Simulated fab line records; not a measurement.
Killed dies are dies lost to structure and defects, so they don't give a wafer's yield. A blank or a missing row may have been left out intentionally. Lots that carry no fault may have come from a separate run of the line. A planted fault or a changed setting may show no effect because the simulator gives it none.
Which tool was responsible? | flow sky130 | 6 lots with 18 wafers sampled at 2 steps, on a route of 708 steps

== WHAT EACH GAUGE READ, for each wafer ==
SKY_LOCAL_INTERCONNECT_RS_MEAS_01: measures by four-point-probe.
lot  | measured     | on            | LOCAL_INTERCONNECT_TIN_RS (ohm/sq)
L386 | day 30 03:12 | film metro-03 | 13.95 13.88 13.97
L388 | day 31 16:02 | film metro-04 | 14.12 14.14 14.00
L391 | day 32 13:55 | film metro-03 | 14.15 14.14 14.05
L398 | day 34 05:30 | film metro-03 | 18.95 13.90 13.99
L401 | day 34 23:37 | film metro-03 | 18.99 14.05 14.17
L405 | day 36 08:37 | film metro-04 | 14.38 14.21 14.16

== WHICH TOOL RAN EACH LOT (tool, then ch and the chambers of the sampled wafers, then the start) ==
lot  | SKY_LOCAL_INTERCONNECT_SPUTTER_00
L386 | pvd sputter-02, day 30 03:08
L388 | pvd sputter-02, day 31 15:56
L391 | pvd sputter-01, day 32 13:51
L398 | pvd sputter-01, day 34 05:24
L401 | pvd sputter-01, day 34 23:32
L405 | pvd sputter-04, day 36 08:31
- SKY_LOCAL_INTERCONNECT_SPUTTER_00: material TiN, target thk 100 nm, time 83.3 s.

== THE ANSWER, worked out from the rows above alone ==
Rule: usual is defined by the lots themselves. The widest of any qualifying gaps counts: lots, ordered by their means at a reading, are off when they make up no more than a third of the lots, leave a main group of 4 or more, and stand apart from it by 3 or more times the standard deviation of that group's means. A main group whose means are all the same, to the digits that the tables above print for the reading, isn't used. Also off: a lot with no number at a reading for which 4 or more lots have one. All remaining lots with rows at the step are treated as sound.
Off: L398, L401, seen at SKY_LOCAL_INTERCONNECT_RS_MEAS_01 (LOCAL_INTERCONNECT_TIN_RS). The main group has a mean of 14.10 ohm/sq with a standard deviation of 0.11.
If a tool, at a process step before that reading, ran all the lots that are off and no sound lot after the first of them, it fits. Gauges at SKY_LOCAL_INTERCONNECT_RS_MEAS_01: tried the same way as those tools. Undecided on this evidence; 2 tools fit (pvd sputter-01 at SKY_LOCAL_INTERCONNECT_SPUTTER_00, film metro-03 at SKY_LOCAL_INTERCONNECT_RS_MEAS_01).

== WHAT HAD BEEN PUT IN BY THE SIMULATOR ==
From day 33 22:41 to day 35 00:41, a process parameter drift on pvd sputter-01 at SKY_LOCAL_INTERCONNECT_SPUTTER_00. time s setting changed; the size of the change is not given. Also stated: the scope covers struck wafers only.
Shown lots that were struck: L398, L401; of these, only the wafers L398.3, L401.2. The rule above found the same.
